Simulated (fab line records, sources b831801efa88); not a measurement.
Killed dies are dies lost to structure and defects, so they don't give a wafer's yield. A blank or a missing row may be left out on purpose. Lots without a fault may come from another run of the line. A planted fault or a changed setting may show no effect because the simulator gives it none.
A struck lot beside a sound one | flow sfq_line | 13 steps out of a route of 325
Sound: wafers L343.3, L343.5, L343.6. Struck: wafers L351.3, L351.5, L351.6. The cause comes at the end.
At each step with rows: each side's tool, then ch and its chambers, then its first start. Under that, the readings that differ: sound wafers | struck wafers | difference of the means | sigmas: that difference in standard deviations of wafers without a fault.
alike: readings whose means differ by less than 2 such deviations, and words and numbers that are the same on both sides. not compared: withheld readings, readings that some wafer has no value for, bounds like >300 that may hide the same value, and numbers for which the record gives no deviation and whose values overlap.
The two part at a step that has a row with sigmas, a row that says differs or no value, or rows on one side only. Numbers that don't overlap but have no deviation are shown without sigmas and don't part them. A reading that every wafer of one side lacks parts them only if that side has two wafers or more.

SFQ_INCOMING_BOW_MEAS_900:
  sound on film_metro-03, day 3 12:02; struck on film_metro-02, day 5 04:02
  alike: INCOMING_BOW
then, 1 step without rows for these wafers: SFQ_TRILAYER_INCOMING_OXIDATION_002 (target thk 500 nm, ox time 4759 s).
SFQ_TRILAYER_L0_DEP_SPUTTER_003: material MoNx KI, target thk 40 nm, time 100 s.
  sound on pvd_sputter-04, day 3 14:29; struck on pvd_sputter-06, day 5 06:29
  alike: base_pressure_pa, cathode_dc_power_W, throttle_valve_pct
SFQ_L0_RS_MEAS_901: measures by four-point-probe.
  sound on film_metro-03, day 3 14:36; struck on film_metro-03, day 5 06:36
  alike: L0_MONX_KI_RS
SFQ_L0_THK_MEAS_902: measures by xrf.
  sound on film_metro-03, day 3 14:42; struck on film_metro-03, day 5 06:42
  alike: L0_MONX_KI_THK
SFQ_TRILAYER_L0_LITHO_COAT_010: resist thk 62 nm.
  sound on litho_track-03 ch 0, day 3 14:50; struck on litho_track-04 ch 0, day 5 06:50
  reading                                              | sound             | struck            | difference | sigmas
  model.BARC_of_TRILAYER_L0_LITHO_COAT_010.thk_nm (nm) | 62.07 62.18 62.18 | 63.29 63.65 63.36 | +1.29      |
then, 5 steps without rows for these wafers: SFQ_TRILAYER_L0_LITHO_COAT_005 (resist thk 600 nm); SFQ_TRILAYER_L0_LITHO_SOFTBAKE_009; SFQ_TRILAYER_L0_LITHO_EXPOSE_006 (exposes mask L0, target cd 2000 nm); SFQ_TRILAYER_L0_LITHO_PEB_008 (peb time 60 s); SFQ_TRILAYER_L0_LITHO_DEVELOP_007 (time 60 s).
-- the record jumps here: 4 days lie between the struck wafers' starts before and after --
SFQ_TRILAYER_L0_BARC_OPEN_METAL_ETCH_010: etches BARC in O2, target depth 125 nm, time 40.12 s.
  sound on rie_metal-02 ch 0,1, day 7 00:35; struck on rie_metal-01 ch 0,1, day 8 23:49
  reading                  | sound             | struck            | difference | sigmas
  model.etch.depth_nm (nm) | 62.07 62.18 62.18 | 63.29 63.65 63.36 | +1.29      |
  alike: drypump_motor_current_A, oes_product_au
  not compared: rf_hours_counter_h
SFQ_TRILAYER_L0_ETCH_METAL_ETCH_008: etches MoNx KI in SF6/O2, stops on SiO2, target depth 50 nm, time 25 s.
  sound on rie_metal-02 ch 0,1, day 7 00:38; struck on rie_metal-01 ch 0,1, day 8 23:52
  alike: drypump_motor_current_A, oes_product_au
  not compared: rf_hours_counter_h

WHERE THEY PART
Nowhere in this record.

WHY: what the simulator had put in
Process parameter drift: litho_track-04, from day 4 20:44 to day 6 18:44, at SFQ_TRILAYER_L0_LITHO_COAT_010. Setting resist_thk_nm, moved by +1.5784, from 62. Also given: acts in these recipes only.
